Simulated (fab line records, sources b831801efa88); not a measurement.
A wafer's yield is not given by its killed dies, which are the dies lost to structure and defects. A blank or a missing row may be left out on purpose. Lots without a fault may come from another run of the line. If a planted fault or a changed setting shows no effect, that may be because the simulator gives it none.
Which tool is to blame? / flow sfq_line / 14 lots, 42 wafers sampled, at 3 steps of a route of 325

WHAT THE GAUGES SHOWED, per wafer
SFQ_JJ_OVL_MEAS_931.
lot=L993; measured=day 50 20:13; on=overlay-01; J5_OVL (nm)=-4 3 -8
lot=L995; measured=day 51 01:01; on=overlay-01; J5_OVL (nm)=3 -1 -3
lot=L998; measured=day 53 03:27; on=overlay-02; J5_OVL (nm)=0 0 -1
lot=L999; measured=day 53 04:38; on=overlay-02; J5_OVL (nm)=-4 -5 -3
lot=L100; measured=day 53 07:02; on=overlay-02; J5_OVL (nm)=1 1 -8
lot=L101; measured=day 53 12:50; on=overlay-02; J5_OVL (nm)=0 -2 -9
lot=L102; measured=day 54 01:00; on=overlay-02; J5_OVL (nm)=-5 -11 -8
lot=L103; measured=day 54 11:35; on=overlay-01; J5_OVL (nm)=-4 -4 3
lot=L106; measured=day 54 19:59; on=overlay-01; J5_OVL (nm)=1 -1 1
lot=L108; measured=day 54 23:59; on=overlay-02; J5_OVL (nm)=-2 -1 -2
lot=L109; measured=day 55 08:43; on=overlay-02; J5_OVL (nm)=7 4 0
lot=L113; measured=day 56 11:29; on=overlay-02; J5_OVL (nm)=-9 -9 -3
lot=L114; measured=day 56 12:43; on=overlay-02; J5_OVL (nm)=-5 -10 -4
lot=L115; measured=day 56 16:17; on=overlay-02; J5_OVL (nm)=2 -1 3

EACH LOT AND THE TOOL THAT RAN IT (in order: tool; ch and the chambers of the sampled wafers; start)
lot=L993; SFQ_TRILAYER_M4_BARC_OPEN_METAL_ETCH_123=rie_metal-04 ch 0,1, day 44 05:16; SFQ_TRILAYER_M4_STRIP_STRIP_097=rie_metal-04 ch 0,1, day 44 05:27
lot=L995; SFQ_TRILAYER_M4_BARC_OPEN_METAL_ETCH_123=rie_metal-01 ch 0,1, day 45 06:46; SFQ_TRILAYER_M4_STRIP_STRIP_097=rie_metal-01 ch 0,1, day 45 06:57
lot=L998; SFQ_TRILAYER_M4_BARC_OPEN_METAL_ETCH_123=rie_metal-02 ch 1, day 52 08:44; SFQ_TRILAYER_M4_STRIP_STRIP_097=rie_metal-02 ch 1, day 52 08:55
lot=L999; SFQ_TRILAYER_M4_BARC_OPEN_METAL_ETCH_123=rie_metal-01 ch 0,1, day 52 09:56; SFQ_TRILAYER_M4_STRIP_STRIP_097=rie_metal-01 ch 0,1, day 52 10:07
lot=L100; SFQ_TRILAYER_M4_BARC_OPEN_METAL_ETCH_123=rie_metal-02 ch 0,1, day 52 11:53; SFQ_TRILAYER_M4_STRIP_STRIP_097=rie_metal-02 ch 0,1, day 52 12:04
lot=L101; SFQ_TRILAYER_M4_BARC_OPEN_METAL_ETCH_123=rie_metal-01 ch 0,1, day 52 20:17; SFQ_TRILAYER_M4_STRIP_STRIP_097=rie_metal-01 ch 0,1, day 52 20:28
lot=L102; SFQ_TRILAYER_M4_BARC_OPEN_METAL_ETCH_123=rie_metal-02 ch 0,1, day 53 09:30; SFQ_TRILAYER_M4_STRIP_STRIP_097=rie_metal-02 ch 0,1, day 53 09:59
lot=L103; SFQ_TRILAYER_M4_BARC_OPEN_METAL_ETCH_123=rie_metal-02 ch 0,1, day 53 19:15; SFQ_TRILAYER_M4_STRIP_STRIP_097=rie_metal-02 ch 0,1, day 53 19:37
lot=L106; SFQ_TRILAYER_M4_BARC_OPEN_METAL_ETCH_123=rie_metal-02 ch 0,1, day 54 04:56; SFQ_TRILAYER_M4_STRIP_STRIP_097=rie_metal-02 ch 0,1, day 54 05:07
lot=L108; SFQ_TRILAYER_M4_BARC_OPEN_METAL_ETCH_123=rie_metal-01 ch 0,1, day 54 09:32; SFQ_TRILAYER_M4_STRIP_STRIP_097=rie_metal-01 ch 0,1, day 54 09:54
lot=L109; SFQ_TRILAYER_M4_BARC_OPEN_METAL_ETCH_123=rie_metal-01 ch 1, day 54 17:38; SFQ_TRILAYER_M4_STRIP_STRIP_097=rie_metal-01 ch 1, day 54 18:11
lot=L113; SFQ_TRILAYER_M4_BARC_OPEN_METAL_ETCH_123=rie_metal-01 ch 0,1, day 55 05:08; SFQ_TRILAYER_M4_STRIP_STRIP_097=rie_metal-01 ch 0,1, day 55 05:19
lot=L114; SFQ_TRILAYER_M4_BARC_OPEN_METAL_ETCH_123=rie_metal-01 ch 0,1, day 55 07:34; SFQ_TRILAYER_M4_STRIP_STRIP_097=rie_metal-01 ch 0,1, day 55 07:55
lot=L115; SFQ_TRILAYER_M4_BARC_OPEN_METAL_ETCH_123=rie_metal-01 ch 0,1, day 55 12:20; SFQ_TRILAYER_M4_STRIP_STRIP_097=rie_metal-01 ch 0,1, day 55 12:31
- SFQ_TRILAYER_M4_BARC_OPEN_METAL_ETCH_123: etches BARC in O2, target depth 125 nm, time 41.7 s.
- SFQ_TRILAYER_M4_STRIP_STRIP_097: strips in O2.

WHAT THE TOOLS THEMSELVES READ (means of the sampled wafers that have a number; where no wafer has one, the mark that the record gives instead)
SFQ_TRILAYER_M4_BARC_OPEN_METAL_ETCH_123.
lot=L993; tool=rie_metal-04; drypump_motor_current_A (A)=5.7; oes_product_au (a.u.)=0.692
lot=L995; tool=rie_metal-01; drypump_motor_current_A (A)=6.1; oes_product_au (a.u.)=0.688
lot=L998; tool=rie_metal-02; drypump_motor_current_A (A)=5.4; oes_product_au (a.u.)=0.683
lot=L999; tool=rie_metal-01; drypump_motor_current_A (A)=6.1; oes_product_au (a.u.)=0.683
lot=L100; tool=rie_metal-02; drypump_motor_current_A (A)=5.8; oes_product_au (a.u.)=0.688
lot=L101; tool=rie_metal-01; drypump_motor_current_A (A)=6.0; oes_product_au (a.u.)=0.685
lot=L102; tool=rie_metal-02; drypump_motor_current_A (A)=6.3; oes_product_au (a.u.)=0.686
lot=L103; tool=rie_metal-02; drypump_motor_current_A (A)=5.8; oes_product_au (a.u.)=0.681
lot=L106; tool=rie_metal-02; drypump_motor_current_A (A)=6.3; oes_product_au (a.u.)=0.684
lot=L108; tool=rie_metal-01; drypump_motor_current_A (A)=6.0; oes_product_au (a.u.)=0.685
lot=L109; tool=rie_metal-01; drypump_motor_current_A (A)=6.2; oes_product_au (a.u.)=0.684
lot=L113; tool=rie_metal-01; drypump_motor_current_A (A)=6.0; oes_product_au (a.u.)=0.687
lot=L114; tool=rie_metal-01; drypump_motor_current_A (A)=6.0; oes_product_au (a.u.)=0.685
lot=L115; tool=rie_metal-01; drypump_motor_current_A (A)=6.0; oes_product_au (a.u.)=0.682

SFQ_TRILAYER_M4_STRIP_STRIP_097.
lot=L993; tool=rie_metal-04; drypump_motor_current_A (A)=5.7; oes_product_au (a.u.)=0.988
lot=L995; tool=rie_metal-01; drypump_motor_current_A (A)=6.1; oes_product_au (a.u.)=0.994
lot=L998; tool=rie_metal-02; drypump_motor_current_A (A)=5.4; oes_product_au (a.u.)=1.005
lot=L999; tool=rie_metal-01; drypump_motor_current_A (A)=6.1; oes_product_au (a.u.)=0.990
lot=L100; tool=rie_metal-02; drypump_motor_current_A (A)=5.9; oes_product_au (a.u.)=0.997
lot=L101; tool=rie_metal-01; drypump_motor_current_A (A)=6.0; oes_product_au (a.u.)=0.994
lot=L102; tool=rie_metal-02; drypump_motor_current_A (A)=6.3; oes_product_au (a.u.)=0.992
lot=L103; tool=rie_metal-02; drypump_motor_current_A (A)=5.8; oes_product_au (a.u.)=0.997
lot=L106; tool=rie_metal-02; drypump_motor_current_A (A)=6.3; oes_product_au (a.u.)=0.993
lot=L108; tool=rie_metal-01; drypump_motor_current_A (A)=6.0; oes_product_au (a.u.)=0.979
lot=L109; tool=rie_metal-01; drypump_motor_current_A (A)=6.2; oes_product_au (a.u.)=0.994
lot=L113; tool=rie_metal-01; drypump_motor_current_A (A)=6.0; oes_product_au (a.u.)=0.996
lot=L114; tool=rie_metal-01; drypump_motor_current_A (A)=6.0; oes_product_au (a.u.)=1.005
lot=L115; tool=rie_metal-01; drypump_motor_current_A (A)=6.0; oes_product_au (a.u.)=0.996

THE ANSWER, worked out from the rows above alone
Rule: usual is defined by the lots themselves. The widest of any qualifying gaps counts: lots, ordered by their means at a reading, are off when they make up no more than a third of the lots, leave a main group of 4 or more, and stand apart from it by 3 or more times the standard deviation of that group's means. A main group whose means are all the same, to the digits that the tables above print for the reading, isn't used. A lot without any number at a reading at which 4 lots or more have one is off too. The other lots that the step has rows for count as sound. After the gauges, taken in route order, come the tools' own readings; for these a lot's mean is taken, as printed above. At the first step where some lot is off, the reading lying furthest off is the one used; lots without a number count as furthest.
None of the lots is off at any reading shown; this tells nothing.

WHAT THE SIMULATOR HAD INSERTED
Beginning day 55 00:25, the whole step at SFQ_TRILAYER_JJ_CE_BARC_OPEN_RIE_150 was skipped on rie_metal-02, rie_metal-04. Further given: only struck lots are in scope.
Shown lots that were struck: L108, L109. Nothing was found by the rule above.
